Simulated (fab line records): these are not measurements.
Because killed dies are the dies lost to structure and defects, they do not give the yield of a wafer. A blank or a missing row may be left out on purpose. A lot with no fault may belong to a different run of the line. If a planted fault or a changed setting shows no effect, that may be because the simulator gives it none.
fab line records -- flow sky130 -- part 1 of 2: steps 1 to 42 of 43
record lots=6, wafers=18, last-day=49
route steps=708 shown VIA2@525 METAL3@532 CAPM@537 PAD_OPEN@708
lots that met no fault: taken from a fault-free run of the same line
start-h: hours from the record's first day to the start of the lot's first wafer shown -- wait-h: time in hours since the lot's previous step -- " unchanged from the row above -- L1.1+2: several wafers, shown together as one row -- - no value, or no start was given -- * or withheld: withheld -- < > ~ a bound
route shown NAME@n: names a module that has steps shown in the file, with the first one's number in the route -- usual: the fault-free wafers' mean and standard deviation -- same: alike in all rows -- chamber/n: place in a boat -- sites: readings site by site -- _std_site: the standard deviation of these -- _edge_site: outer sites' mean less inner sites' -- radius-mm: for every site, how far away it sits from the centre of the wafer -- mask NAME#n: copy n -- behind: the most recent tool/chamber to have shaped the wafer -- hold: what put the lot on hold/how long, in hours/how the hold closed -- device: which transistor (n, p or np) failed to switch -- end of line: the same wafers' tests at the end of the route -- a step without rows: its recipe alone -- killed: count of dies lost to structure and defects at first sort (not the wafer's yield) -- map: dies across one wafer; x = killed, . = not, _ = none there
set.NAME: the setting the step ran with; set.NAME@STEP: the setting that earlier step ran with -- model.NAME: the simulator's own value behind a step, which no gauge read
lots at selected steps of the route; one table per step, one row per wafer
services: the hour from which a tool's chamber was out of use, counted from the record's first day as start-h (under 0 if before that day), plus the number of hours and why
## steps
# step SKY_VIA2_CLEAN_18
# recipe chemistry=IPA, time-s=180, temp-c=25
# step SKY_VIA2_CLEAN_19
# recipe chemistry=O3/DIW, dry=n2-spin
# step SKY_VIA2_SPUTTER_20
# recipe material=TiN, target-thk-nm=20, chamber-pressure-pa=5, power-w=4000, time-s=80
# usual throttle-valve-pct=30.0/0.96
lot.wafer,tool,chamber,start-h,wait-h,throttle-valve-pct
L271.1,pvd-sputter-03,-,856.90,0.0,32.0
L271.4,pvd-sputter-03,-,856.90,0.0,29.6
L271.6,pvd-sputter-03,-,856.90,0.0,31.8
L276.4,pvd-sputter-02,-,891.60,0.0,29.2
L276.5,pvd-sputter-02,-,891.60,0.0,30.3
L276.6,pvd-sputter-02,-,891.60,0.0,29.3
L277.2,pvd-sputter-03,-,898.24,0.0,30.4
L277.3,pvd-sputter-03,-,898.24,0.0,31.6
L277.6,pvd-sputter-03,-,898.24,0.0,30.3
L278.1,pvd-sputter-02,-,911.01,0.0,30.5
L278.5,pvd-sputter-02,-,911.01,0.0,29.4
L278.6,pvd-sputter-02,-,911.01,0.0,30.5
L286.1,pvd-sputter-02,-,964.70,0.0,28.2
L286.4,pvd-sputter-02,-,964.70,0.0,29.3
L286.6,pvd-sputter-02,-,964.70,0.0,30.5
L289.2,pvd-sputter-02,-,977.23,0.0,28.3
L289.3,pvd-sputter-02,-,977.23,0.0,30.7
L289.4,pvd-sputter-02,-,977.23,0.0,30.0
# step SKY_VIA2_CVD_21
# recipe material=W, target-thk-nm=420, time-s=126.4, temp-c=400, pressure-torr=40
# step SKY_VIA2_RS_MEAS_22
# recipe thk-meas-gauge=four-point-probe, reads=W_of_VIA2_CVD_21+TiN_of_VIA2_SPUTTER_20
# usual VIA2_W_RS=0.2739/0.0026
lot.wafer,tool,chamber,start-h,wait-h,VIA2_W_RS[ohm/sq]
L271.1,film-metro-02,-,857.22,0.2,0.2750
L271.4,film-metro-02,-,857.22,0.2,0.2749
L271.6,film-metro-02,-,857.22,0.2,0.2755
L276.4,film-metro-02,-,891.85,0.1,0.2753
L276.5,film-metro-02,-,891.85,0.1,0.2715
L276.6,film-metro-02,-,891.85,0.1,0.2714
L277.2,film-metro-01,-,898.45,0.1,0.2734
L277.3,film-metro-01,-,898.45,0.1,0.2722
L277.6,film-metro-01,-,898.45,0.1,0.2739
L278.1,film-metro-02,-,911.20,0.1,0.2692
L278.5,film-metro-02,-,911.20,0.1,0.2713
L278.6,film-metro-02,-,911.20,0.1,0.2680
L286.1,film-metro-03,-,964.89,0.1,0.2749
L286.4,film-metro-03,-,964.89,0.1,0.2743
L286.6,film-metro-03,-,964.89,0.1,0.2782
L289.2,film-metro-02,-,977.44,0.1,0.2731
L289.3,film-metro-02,-,977.44,0.1,0.2722
L289.4,film-metro-02,-,977.44,0.1,0.2738
# step SKY_VIA2_THK_MEAS_23
# recipe thk-meas-gauge=xrf, reads=W_of_VIA2_CVD_21
# usual VIA2_W_THK=423/7
lot.wafer,tool,chamber,start-h,wait-h,VIA2_W_THK[nm]
L271.1,film-metro-02,-,857.34,0.1,424
L271.4,film-metro-02,-,857.34,0.1,422
L271.6,film-metro-02,-,857.34,0.1,425
L276.4,film-metro-02,-,891.94,0.1,419
L276.5,film-metro-02,-,891.94,0.1,427
L276.6,film-metro-02,-,891.94,0.1,425
L277.2,film-metro-01,-,898.56,0.1,433
L277.3,film-metro-01,-,898.56,0.1,433
L277.6,film-metro-01,-,898.56,0.1,430
L278.1,film-metro-02,-,911.32,0.1,428
L278.5,film-metro-02,-,911.32,0.1,425
L278.6,film-metro-02,-,911.32,0.1,431
L286.1,film-metro-03,-,965.01,0.1,409
L286.4,film-metro-03,-,965.01,0.1,410
L286.6,film-metro-03,-,965.01,0.1,407
L289.2,film-metro-02,-,977.55,0.1,425
L289.3,film-metro-02,-,977.55,0.1,427
L289.4,film-metro-02,-,977.55,0.1,422
# step SKY_VIA2_CMP_24
# recipe stop-on=SiO2, t-overpolish-s=20, down-force-psi=3.5, platen-rpm=60, target-thk-nm=0, pad-velocity-m-s=0.94248
# usual motor-current-A=11.2/1.6, overpolish-run-s=20.000/0.011, time-to-endpoint-s=100/3.7
lot.wafer,tool,chamber,start-h,wait-h,motor-current-A,overpolish-run-s,time-to-endpoint-s
L271.4,cmp-02,2,857.40,0.0,13.2,20.002,103
L271.1,cmp-02,3,857.40,0.0,9.6,19.999,98
L271.6,cmp-02,3,857.40,0.0,9.0,19.999,97
L276.4,cmp-01,3,891.97,0.0,13.5,19.999,101
L276.5,cmp-01,3,891.97,0.0,14.4,20.007,107
L276.6,cmp-01,0,891.97,0.0,9.1,19.978,104
L277.2,cmp-02,1,898.66,0.1,11.8,19.988,98
L277.3,cmp-02,3,898.66,0.1,9.6,20.002,99
L277.6,cmp-02,0,898.66,0.1,9.8,20.007,99
L278.1,cmp-01,0,911.53,0.2,9.1,19.991,101
L278.6,cmp-01,1,911.53,0.2,11.0,19.981,104
L278.5,cmp-01,2,911.53,0.2,10.7,20.015,103
L286.1,cmp-02,1,965.12,0.1,11.8,20.007,94
L286.4,cmp-02,3,965.12,0.1,9.1,20.007,94
L286.6,cmp-02,0,965.12,0.1,10.7,19.991,96
L289.4,cmp-02,0,977.60,0.0,10.5,19.993,98
L289.3,cmp-02,1,977.60,0.0,11.8,19.973,100
L289.2,cmp-02,3,977.60,0.0,9.6,20.005,95
# step SKY_METAL3_SPUTTER_00
# recipe material=Ti, target-thk-nm=15, power-w=3000, time-s=10, chamber-pressure-pa=0.4
# step SKY_METAL3_SPUTTER_01
# recipe material=TiN, target-thk-nm=20, power-w=6500, time-s=16.7, chamber-pressure-pa=0.4
# step SKY_METAL3_SPUTTER_02
# recipe material=AlCu, target-thk-nm=735, power-w=10600, time-s=39.1, chamber-pressure-pa=0.4
# step SKY_METAL3_SPUTTER_03
# recipe material=Ti, target-thk-nm=5, power-w=3000, time-s=3.3, chamber-pressure-pa=0.4
# step SKY_METAL3_SPUTTER_04
# recipe material=TiN, target-thk-nm=70, power-w=6500, time-s=58.3, chamber-pressure-pa=0.4
# step SKY_CAPM_CVD_00
# recipe material=SiO2, target-thk-nm=15.5, temp-c=400, time-s=withheld, rf-w=450
# usual heater-power-w=730/120, rf-fwd-power-W=441.5/2
lot.wafer,tool,chamber,start-h,wait-h,heater-power-w,rf-fwd-power-W,model.SiO2_of_CAPM_CVD_00.thk-nm
L271.1,pecvd-04,1,857.85,0.0,695,437.1,15.68
L271.4,pecvd-04,1,857.85,0.0,689,438.0,16.02
L271.6,pecvd-04,2,857.85,0.0,839,441.3,15.83
L276.4,pecvd-03,0,892.43,0.0,869,444.9,15.66
L276.5,pecvd-03,1,892.43,0.0,960,441.9,15.5
L276.6,pecvd-03,2,892.43,0.0,600,441.6,15.48
L277.2,pecvd-03,2,899.06,0.0,547,513.9,16.04
L277.3,pecvd-03,1,899.06,0.0,882,515.1,16.19
L277.6,pecvd-03,0,899.06,0.0,750,515.5,16.27
L278.1,pecvd-03,0,911.83,0.0,774,512.0,16.07
L278.5,pecvd-03,2,911.83,0.0,499,514.8,16.2
L278.6,pecvd-03,0,911.83,0.0,749,515.0,16.34
L286.1,pecvd-01,0,965.52,0.0,521,442.2,15.62
L286.4,pecvd-01,1,965.52,0.0,651,442.8,15.77
L286.6,pecvd-01,2,965.52,0.0,692,443.3,16.05
L289.2,pecvd-03,2,978.06,0.0,517,440.9,15.5
L289.3,pecvd-03,0,978.06,0.0,833,443.2,15.44
L289.4,pecvd-03,1,978.06,0.0,853,444.5,15.68
# step SKY_CAPM_THK_MEAS_01
# recipe reads=SiO2_of_CAPM_CVD_00
# usual CAPM_CVD_00_THK=15.56/0.2
lot.wafer,tool,chamber,start-h,wait-h,hold,CAPM_CVD_00_THK[nm]
L271.1,film-metro-02,-,857.87,-,-,15.76
L271.4,film-metro-02,-,857.87,-,-,15.97
L271.6,film-metro-02,-,857.87,-,-,15.83
L276.4,film-metro-04,-,892.47,-,-,15.70
L276.5,film-metro-04,-,892.47,-,-,15.52
L276.6,film-metro-04,-,892.47,-,-,15.43
L277.2,film-metro-02,-,899.09,-,-,16.04
L277.3,film-metro-02,-,899.09,-,-,16.19
L277.6,film-metro-02,-,899.09,-,-,16.29
L278.1,film-metro-04,-,911.86,-,await-dispo/0.2h/release,16.09
L278.5,film-metro-04,-,911.86,-,await-dispo/0.2h/release,16.16
L278.6,film-metro-04,-,911.86,-,await-dispo/0.2h/release,16.33
L278.1,film-metro-04,-,912.09,0.2,-,16.08
L278.5,film-metro-04,-,912.09,0.2,-,16.19
L278.6,film-metro-04,-,912.09,0.2,-,16.33
L286.1,film-metro-04,-,965.54,-,-,15.60
L286.4,film-metro-04,-,965.54,-,-,15.82
L286.6,film-metro-04,-,965.54,-,-,16.04
L289.2,film-metro-03,-,978.09,-,-,15.52
L289.3,film-metro-03,-,978.09,-,-,15.40
L289.4,film-metro-03,-,978.09,-,-,15.68
# step SKY_CAPM_RS_MEAS_03
# recipe thk-meas-gauge=four-point-probe, reads=TiN_of_CAPM_SPUTTER_02
# usual CAPM_TIN_RS=6.89/0.072
lot.wafer,tool,chamber,start-h,wait-h,CAPM_TIN_RS[ohm/sq]
L271.1,film-metro-03,-,858.04,0.1,6.82
L271.4,film-metro-03,-,858.04,0.1,6.83
L271.6,film-metro-03,-,858.04,0.1,6.85
L276.4,film-metro-03,-,892.67,0.1,7.02
L276.5,film-metro-03,-,892.67,0.1,7.02
L276.6,film-metro-03,-,892.67,0.1,6.97
L277.2,film-metro-03,-,899.27,0.1,6.83
L277.3,film-metro-03,-,899.27,0.1,6.84
L277.6,film-metro-03,-,899.27,0.1,6.80
L278.1,film-metro-02,-,914.48,0.1,6.94
L278.5,film-metro-02,-,914.48,0.1,6.95
L278.6,film-metro-02,-,914.48,0.1,7.02
L286.1,film-metro-03,-,965.71,0.1,6.81
L286.4,film-metro-03,-,965.71,0.1,6.91
L286.6,film-metro-03,-,965.71,0.1,6.98
L289.2,film-metro-03,-,978.27,0.1,6.97
L289.3,film-metro-03,-,978.27,0.1,6.89
L289.4,film-metro-03,-,978.27,0.1,6.94
# step SKY_CAPM_THK_MEAS_04
# recipe thk-meas-gauge=xrf, reads=TiN_of_CAPM_SPUTTER_02
# usual CAPM_TIN_THK=198.9/2.3
lot.wafer,tool,chamber,start-h,wait-h,CAPM_TIN_THK[nm]
L271.1,film-metro-03,-,858.16,0.1,200.8
L271.4,film-metro-03,-,858.16,0.1,199.8
L271.6,film-metro-03,-,858.16,0.1,199.4
L276.4,film-metro-03,-,892.76,0.1,195.4
L276.5,film-metro-03,-,892.76,0.1,196.0
L276.6,film-metro-03,-,892.76,0.1,197.1
L277.2,film-metro-03,-,899.38,0.1,200.9
L277.3,film-metro-03,-,899.38,0.1,200.0
L277.6,film-metro-03,-,899.38,0.1,202.1
L278.1,film-metro-02,-,914.60,0.1,196.6
L278.5,film-metro-02,-,914.60,0.1,196.7
L278.6,film-metro-02,-,914.60,0.1,194.2
L286.1,film-metro-03,-,965.83,0.1,201.3
L286.4,film-metro-03,-,965.83,0.1,198.1
L286.6,film-metro-03,-,965.83,0.1,196.2
L289.2,film-metro-03,-,978.38,0.1,196.9
L289.3,film-metro-03,-,978.38,0.1,200.0
L289.4,film-metro-03,-,978.38,0.1,197.5
# step SKY_CAPM_DEHYDRATE_05
# recipe temp-c=200, time-s=60
# step SKY_CAPM_HMDS_06
# recipe prime-time-s=60, prime-temp-c=120
# step SKY_CAPM_COAT_07
# recipe resist=NOVOLAK, spin-rpm=3000, resist-thk-nm=1140
# step SKY_CAPM_SOFTBAKE_08
# recipe temp-c=90, time-s=60, resist=NOVOLAK
# step SKY_CAPM_EXPOSE_09
# recipe mask-id=CAPM, na=0.6, source-shape=conventional, sigma-outer=0.6, polarization=unpolarized, target-cd-nm=1000, dose-mj=159
# step SKY_CAPM_PEB_10
# recipe temp-c=withheld, time-s=*, resist=NOVOLAK
# step SKY_CAPM_DEVELOP_11
# recipe resist=NOVOLAK, developer=TMAH, develop-time-s=60, dev-temp-c=23
# step SKY_CAPM_OVL_MEAS_12
# usual CAPM_OVL=0.4/1.2
lot.wafer,tool,chamber,start-h,wait-h,CAPM_OVL[nm]
L271.1,overlay-01,-,882.97,0.1,1.1
L271.4,overlay-01,-,882.97,0.1,1.5
L271.6,overlay-01,-,882.97,0.1,1.4
L276.4,overlay-02,-,916.89,0.1,-2.0
L276.5,overlay-02,-,916.89,0.1,-1.8
L276.6,overlay-02,-,916.89,0.1,-1.8
L277.2,overlay-02,-,924.48,0.1,0.3
L277.3,overlay-02,-,924.48,0.1,-0.7
L277.6,overlay-02,-,924.48,0.1,0.6
L278.1,overlay-02,-,936.48,0.1,1.9
L278.5,overlay-02,-,936.48,0.1,1.1
L278.6,overlay-02,-,936.48,0.1,0.3
L286.1,overlay-01,-,989.51,0.1,-0.1
L286.4,overlay-01,-,989.51,0.1,-0.5
L286.6,overlay-01,-,989.51,0.1,-0.8
L289.2,overlay-02,-,1001.88,0.1,1.6
L289.3,overlay-02,-,1001.88,0.1,1.7
L289.4,overlay-02,-,1001.88,0.1,1.2
# step SKY_CAPM_METAL_ETCH_13
# recipe target-depth-nm=220, stop-on=SiO2, chemistry=Cl2/BCl3, target=TiN, pressure-mtorr=10, icp-w=900, bias-w=48.5, Cl2_flow_sccm=60, bcl3-flow-sccm=30, time-s=62.9
# step SKY_CAPM_STRIP_14
# recipe chemistry=O2/N2, power-w=1400, pressure-mtorr=1500, platen-temp-c=withheld, o2-flow-sccm=3000, n2-flow-sccm=300, overash-fraction=0.5
# usual drypump-motor-current-A=5.7/0.33, n2-flow-sccm=299.7/0.88, oes-product-au=0.711/0.0044, strip-time-to-endpoint-s=12.66/0.038
lot.wafer,tool,chamber,start-h,wait-h,drypump-motor-current-A,n2-flow-sccm,oes-product-au,rf-hours-counter-h,strip-time-to-endpoint-s
L271.1,plasma-asher-01,0,883.09,0.1,5.6,300.2,0.707,12,12.59
L271.4,plasma-asher-01,0,883.09,0.1,5.6,298.8,0.710,-,12.61
L271.6,plasma-asher-01,0,883.09,0.1,5.6,300.5,0.707,-,12.60
L276.4,plasma-asher-02,1,917.02,0.1,5.4,301.6,0.710,-,12.69
L276.5,plasma-asher-02,0,917.02,0.1,6.2,300.2,0.707,-,12.65
L276.6,plasma-asher-02,1,917.02,0.1,5.4,301.7,0.713,-,12.65
L277.2,plasma-asher-01,0,924.59,0.1,5.6,300.5,0.710,17,12.70
L277.3,plasma-asher-01,0,924.59,0.1,5.5,300.1,0.712,-,12.73
L277.6,plasma-asher-01,0,924.59,0.1,5.5,299.6,0.708,-,12.72
L278.1,plasma-asher-01,1,936.59,0.1,6.0,299.8,0.716,18,12.70
L278.5,plasma-asher-01,0,936.59,0.1,5.5,298.9,0.705,-,12.73
L278.6,plasma-asher-01,1,936.59,0.1,6.0,299.9,0.715,-,12.65
L286.1,plasma-asher-02,1,989.63,0.1,5.4,298.7,0.719,57,12.64
L286.4,plasma-asher-02,0,989.63,0.1,6.2,299.9,0.714,-,12.65
L286.6,plasma-asher-02,0,989.63,0.1,6.2,300.5,0.712,-,12.66
L289.2,plasma-asher-04,0,1001.99,0.1,5.3,299.9,0.716,120,12.72
L289.3,plasma-asher-04,1,1001.99,0.1,5.8,300.2,0.712,-,12.71
L289.4,plasma-asher-04,0,1001.99,0.1,5.3,300.8,0.717,-,12.65
# step SKY_CAPM_STRIP_15
# recipe chemistry=post-etch-residue-remover, time-s=1200, temp-c=72.5
# step SKY_CAPM_CLEAN_16
# recipe chemistry=IPA, time-s=180, temp-c=25
# step SKY_CAPM_CLEAN_17
# recipe chemistry=O3/DIW, dry=n2-spin
# step SKY_METAL3_DEHYDRATE_05
# recipe temp-c=200, time-s=60
# step SKY_METAL3_HMDS_06
# recipe prime-time-s=60, prime-temp-c=120
# step SKY_METAL3_COAT_07
# recipe resist=BARC, temp-c=withheld, time-s=withheld, spin-rpm=3000, resist-thk-nm=60
# step SKY_METAL3_COAT_08
# recipe resist=KrF-thick, spin-rpm=3000, resist-thk-nm=1140
# step SKY_METAL3_SOFTBAKE_09
# recipe temp-c=100, time-s=90, resist=KrF-thick
# step SKY_METAL3_EXPOSE_10
# recipe mask-id=MM3, na=0.68, source-shape=annular, sigma-inner=0.4, sigma-outer=0.8, target-cd-nm=300, dose-mj=28
# step SKY_METAL3_PEB_11
# recipe peb-temp-c=withheld, peb-time-s=withheld, resist=KrF-thick
# step SKY_METAL3_DEVELOP_12
# recipe develop-time-s=60, resist=KrF-thick, dev-temp-c=21
# step SKY_METAL3_CD_MEAS_13
# recipe target-cd-nm=300
# usual cd-nm=299.8/1.6
lot.wafer,tool,chamber,start-h,wait-h,cd-nm
L271.1,cd-sem-02,-,908.14,-,299.9
L271.4,cd-sem-02,-,908.14,-,299.5
L271.6,cd-sem-02,-,908.14,-,299.9
L276.4,cd-sem-01,-,942.88,-,300.5
L276.5,cd-sem-01,-,942.88,-,299.4
L276.6,cd-sem-01,-,942.88,-,299.9
L277.2,cd-sem-01,-,949.61,-,299.1
L277.3,cd-sem-01,-,949.61,-,299.9
L277.6,cd-sem-01,-,949.61,-,299.0
L278.1,cd-sem-01,-,961.14,-,298.5
L278.5,cd-sem-01,-,961.14,-,296.7
L278.6,cd-sem-01,-,961.14,-,298.7
L286.1,cd-sem-02,-,1012.84,-,296.9
L286.4,cd-sem-02,-,1012.84,-,296.6
L286.6,cd-sem-02,-,1012.84,-,297.9
L289.2,cd-sem-02,-,1025.70,-,297.7
L289.3,cd-sem-02,-,1025.70,-,300.9
L289.4,cd-sem-02,-,1025.70,-,299.6
# step SKY_METAL3_OVL_MEAS_14
# usual METAL3_OVL=2/7.5
lot.wafer,tool,chamber,start-h,wait-h,METAL3_OVL[nm]
L271.1,overlay-01,-,908.26,0.1,9
L271.4,overlay-01,-,908.26,0.1,15
L271.6,overlay-01,-,908.26,0.1,13
L276.4,overlay-01,-,942.96,0.1,-8
L276.5,overlay-01,-,942.96,0.1,0
L276.6,overlay-01,-,942.96,0.1,-4
L277.2,overlay-02,-,949.71,0.1,11
L277.3,overlay-02,-,949.71,0.1,7
L277.6,overlay-02,-,949.71,0.1,8
L278.1,overlay-02,-,961.26,0.1,20
L278.5,overlay-02,-,961.26,0.1,18
L278.6,overlay-02,-,961.26,0.1,18
L286.1,overlay-02,-,1012.96,0.1,-4
L286.4,overlay-02,-,1012.96,0.1,-5
L286.6,overlay-02,-,1012.96,0.1,-8
L289.2,overlay-02,-,1025.80,0.1,9
L289.3,overlay-02,-,1025.80,0.1,10
L289.4,overlay-02,-,1025.80,0.1,7
# step SKY_METAL3_DESCUM_15
# recipe chemistry=O2, source-power-w=150, bias-power-w=0, pressure-mtorr=10, temp-c=40, time-s=8
# usual drypump-motor-current-A=5.8/0.6, oes-product-au=0.998/0.0068
lot.wafer,tool,chamber,start-h,wait-h,drypump-motor-current-A,oes-product-au,rf-hours-counter-h
L271.1,rie-metal-03,0,908.29,0.0,6.4,0.999,7
L271.4,rie-metal-03,0,908.29,0.0,6.4,0.993,-
L271.6,rie-metal-03,1,908.29,0.0,6.0,1.001,-
L276.4,rie-metal-03,1,942.99,0.0,6.0,1.005,-
L276.5,rie-metal-03,0,942.99,0.0,6.4,1.003,-
L276.6,rie-metal-03,1,942.99,0.0,6.1,0.999,-
L277.2,rie-metal-04,1,949.74,0.0,5.9,1.003,13
L277.3,rie-metal-04,0,949.74,0.0,4.7,1.001,-
L277.6,rie-metal-04,0,949.74,0.0,4.7,1.008,-
L278.1,rie-metal-02,1,961.29,0.0,6.4,0.998,7
L278.5,rie-metal-02,1,961.29,0.0,6.4,0.991,-
L278.6,rie-metal-02,0,961.29,0.0,5.4,0.987,-
L286.1,rie-metal-02,1,1012.99,0.0,6.4,0.999,10
L286.4,rie-metal-02,0,1012.99,0.0,5.4,0.989,-
L286.6,rie-metal-02,1,1012.99,0.0,6.4,0.995,-
L289.2,rie-metal-02,1,1025.83,0.0,6.4,0.997,11
L289.3,rie-metal-02,0,1025.83,0.0,5.3,0.997,-
L289.4,rie-metal-02,1,1025.83,0.0,6.4,0.991,-
# step SKY_METAL3_ETCH_16
# recipe chemistry=N2/H2, target=BARC, ion-energy-ev=200, bias-w=100, pressure-mtorr=30, n2-flow-sccm=100, h2-flow-sccm=200, icp-w=500, stop-on=SiO2, time-s=88.2, target-depth-a=600
# usual drypump-motor-current-A=5.8/0.59, n2-flow-sccm=100.0/0.32, oes-product-au=0.625/0.005, throttle-valve-pct=13.205/0.0099
lot.wafer,tool,chamber,start-h,wait-h,drypump-motor-current-A,n2-flow-sccm,oes-product-au,rf-hours-counter-h,throttle-valve-pct
L271.1,rie-metal-03,0,908.33,0.0,6.4,99.7,0.626,7,13.226
L271.4,rie-metal-03,0,908.33,0.0,6.4,99.7,0.618,-,13.207
L271.6,rie-metal-03,1,908.33,0.0,6.1,100.3,0.616,-,13.191
L276.4,rie-metal-03,1,943.04,0.0,6.1,100.2,0.627,-,13.189
L276.5,rie-metal-03,0,943.04,0.0,6.4,99.8,0.621,-,13.204
L276.6,rie-metal-03,1,943.04,0.0,6.1,100.3,0.626,-,13.193
L277.2,rie-metal-04,1,949.79,0.0,5.9,100.4,0.622,13,13.191
L277.3,rie-metal-04,0,949.79,0.0,4.7,99.5,0.624,-,13.226
L277.6,rie-metal-04,0,949.79,0.0,4.7,99.2,0.626,-,13.214
L278.1,rie-metal-02,1,961.33,0.0,6.4,99.9,0.621,7,13.194
L278.5,rie-metal-02,1,961.33,0.0,6.4,100.0,0.612,-,13.200
L278.6,rie-metal-02,0,961.33,0.0,5.3,99.5,0.629,-,13.198
L286.1,rie-metal-02,1,1013.03,0.0,6.4,99.9,0.626,10,13.206
L286.4,rie-metal-02,0,1013.03,0.0,5.3,99.4,0.631,-,13.211
L286.6,rie-metal-02,1,1013.03,0.0,6.4,99.3,0.623,-,13.199
L289.2,rie-metal-02,1,1025.86,0.0,6.4,99.7,0.622,11,13.212
L289.3,rie-metal-02,0,1025.86,0.0,5.3,100.2,0.626,-,13.192
L289.4,rie-metal-02,1,1025.86,0.0,6.4,100.4,0.628,-,13.208
# step SKY_METAL3_ETCH_17
# recipe target=SiO2, stop-on=TiN, chemistry=C4F8/O2/Ar, source-w=1500, bias-w=1200, pressure-mtorr=40, c4f8-flow-sccm=withheld, O2_flow_sccm=6, Ar_flow_sccm=300, time-s=3.9, target-depth-a=150
# usual oes-product-au=0.756/0.0068
lot.wafer,tool,chamber,start-h,wait-h,oes-product-au,rf-hours-counter-h,model.etch.depth-nm
L271.1,rie-diel-02,2,908.42,0.1,0.771,6,15.68
L271.4,rie-diel-02,3,908.42,0.1,0.761,23,16.02
L271.6,rie-diel-02,3,908.42,0.1,0.762,-,15.83
L276.4,rie-diel-01,0,943.11,0.0,0.763,10,15.66
L276.5,rie-diel-01,0,943.11,0.0,0.763,-,15.5
L276.6,rie-diel-01,1,943.11,0.0,0.755,-,15.48
L277.2,rie-diel-03,2,949.92,0.1,0.769,5,16.04
L277.3,rie-diel-03,1,949.92,0.1,0.767,7,16.19
L277.6,rie-diel-03,0,949.92,0.1,0.775,-,16.27
L278.1,rie-diel-02,0,961.42,0.1,0.769,10,16.07
L278.5,rie-diel-02,0,961.42,0.1,0.766,-,16.2
L278.6,rie-diel-02,3,961.42,0.1,0.767,-,16.34
L286.1,rie-diel-02,1,1013.12,0.1,0.759,8,15.62
L286.4,rie-diel-02,0,1013.12,0.1,0.765,-,15.77
L286.6,rie-diel-02,2,1013.12,0.1,0.768,-,16.05
L289.2,rie-diel-01,2,1025.96,0.1,0.750,9,15.5
L289.3,rie-diel-01,3,1025.96,0.1,0.753,14,15.44
L289.4,rie-diel-01,0,1025.96,0.1,0.761,12,15.68
## key
first-sign step=SKY_CAPM_CVD_00, reading=rf-fwd-power-W, direction=up, sigmas=37, usual=441.5, struck=514.4
effect step=SKY_CAPM_THK_MEAS_01, reading=visit, direction=added
model-effect step=SKY_CAPM_CVD_00, value=SiO2_of_CAPM_CVD_00.thk-nm, without=15.48, struck=16.18
model-effect step=SKY_METAL3_ETCH_17, value=etch.depth-nm, without=15.48, struck=16.18
model-effect step=SKY_PAD_OPEN_PROBE_99, value=etest.cap-mim.bv-v, without=13.81, struck=14.44
met-at SKY_CAPM_CVD_00
struck-wafers L277.2,L277.3,L277.6,L278.1,L278.5,L278.6
onset-between 892.43 899.06
fault kind=process-parameter-drift, tool=pecvd-03, chamber=-, onset-h=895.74, steps=SKY_CAPM_CVD_00, channel=rf-w, offset=72, shape=step, end-h=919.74, acts-in=these-recipes-only, stated=450
